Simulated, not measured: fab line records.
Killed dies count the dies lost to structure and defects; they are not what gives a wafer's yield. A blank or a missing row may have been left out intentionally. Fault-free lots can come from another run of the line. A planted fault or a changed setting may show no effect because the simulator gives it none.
Which tool is to blame? -- flow sky130 -- Sampling: 12 lots, 36 wafers, 3 of 708 route steps

## WHAT THE GAUGES READ, wafer by wafer
SKY_METAL2_OVL_MEAS_16. Usual: METAL2_OVL gives 3 nm (standard deviation 5.3).
lot,measured,on,METAL2_OVL (nm),flag
L113,day 34 18:06,overlay-02,-3 -3 2,
L115,day 35 16:25,overlay-01,2 0 6,
L116,day 36 14:25,overlay-01,-2 1 -1,
L123,day 38 22:23,overlay-01,3 -4 0,
L126,day 39 06:25,overlay-02,14 8 5,
L125,day 39 06:51,overlay-02,-3 3 1,
L128,day 39 23:57,overlay-01,9 7 8,
L130,day 40 10:44,overlay-02,5 12 3,
L132,day 41 05:29,overlay-02,7 2 6,
L133,day 41 08:05,overlay-01,5 6 1,
L134,day 41 14:04,overlay-01,-2 0 5,
L136,day 42 00:43,overlay-01,-3 -1 -6,

SKY_CAPM_THK_MEAS_01. Usual: CAPM_CVD_00_THK gives 15.51 nm (standard deviation 0.25).
lot,measured,on,CAPM_CVD_00_THK (nm),flag
L113,day 35 23:49,film-metro-04,15.60 15.57 16.03,
L115,day 36 21:36,film-metro-02,15.02 15.05 14.92,
L116,day 37 18:56,film-metro-03,15.70 15.86 15.78,
L123,day 40 01:58,film-metro-04,15.60 15.90 15.57,
L126,day 40 10:03,film-metro-04,15.31 15.64 15.33,
L125,day 40 10:40,film-metro-04,15.48 15.82 15.87,
L128,day 41 02:43,film-metro-04,15.64 15.53 15.58,
L130,day 41 14:16,film-metro-02,15.39 15.47 15.79,
L132,day 42 08:51,film-metro-04,15.88 15.90 15.93,
L133,day 42 11:19,film-metro-02,15.08 15.41 15.39,
L134,day 42 17:25,film-metro-02,15.04 15.12 15.35,
L136,day 43 03:25,film-metro-02,15.49 15.57 15.92,

## TOOL THAT RAN EACH LOT (tool first, then ch and the chambers of the sampled wafers, then the start)
lot,SKY_METAL2_SPUTTER_02
L113,"pvd-sputter-04, day 33 14:45"
L115,"pvd-sputter-01, day 34 13:09"
L116,"pvd-sputter-03, day 35 12:07"
L123,"pvd-sputter-01, day 37 20:43"
L126,"pvd-sputter-03, day 38 04:41"
L125,"pvd-sputter-04, day 38 06:08"
L128,"pvd-sputter-04, day 38 22:31"
L130,"pvd-sputter-01, day 39 09:41"
L132,"pvd-sputter-04, day 40 05:02"
L133,"pvd-sputter-03, day 40 07:17"
L134,"pvd-sputter-04, day 40 13:46"
L136,"pvd-sputter-04, day 40 23:59"
- SKY_METAL2_SPUTTER_02: material AlCu, target thk 250 nm, time 13.3 s.

## WHAT THE TOOLS THEMSELVES READ (means of the sampled wafers that have a number; where no wafer has one, the mark that the record gives instead)
SKY_METAL2_SPUTTER_02. Usual: throttle-valve-pct 29.9 %, standard deviation 1.2.
lot,tool,throttle-valve-pct (%),flag
L113,pvd-sputter-04,30.4,
L115,pvd-sputter-01,29.5,
L116,pvd-sputter-03,30.5,
L123,pvd-sputter-01,29.3,
L126,pvd-sputter-03,30.7,
L125,pvd-sputter-04,29.5,
L128,pvd-sputter-04,29.4,
L130,pvd-sputter-01,29.1,
L132,pvd-sputter-04,30.5,
L133,pvd-sputter-03,30.1,
L134,pvd-sputter-04,29.3,
L136,pvd-sputter-04,30.4,

## THE ANSWER, worked out from the rows above alone
Rule: a lot counts as off when the mean over its wafers that have a number is more than 3 standard deviations away from the usual mean. Also off: a lot with no number at a reading for which 4 or more lots have one. All remaining lots with rows at the step are treated as sound. Order of review: gauges by route order, followed by the tools' own readings, for which a lot's mean as printed above is used. At the first step where some lot is off, the reading lying furthest off is the one used; lots without a number count as furthest.
No lot is off on any of the readings shown, so nothing can be concluded from this.

## WHAT HAD BEEN PUT IN BY THE SIMULATOR
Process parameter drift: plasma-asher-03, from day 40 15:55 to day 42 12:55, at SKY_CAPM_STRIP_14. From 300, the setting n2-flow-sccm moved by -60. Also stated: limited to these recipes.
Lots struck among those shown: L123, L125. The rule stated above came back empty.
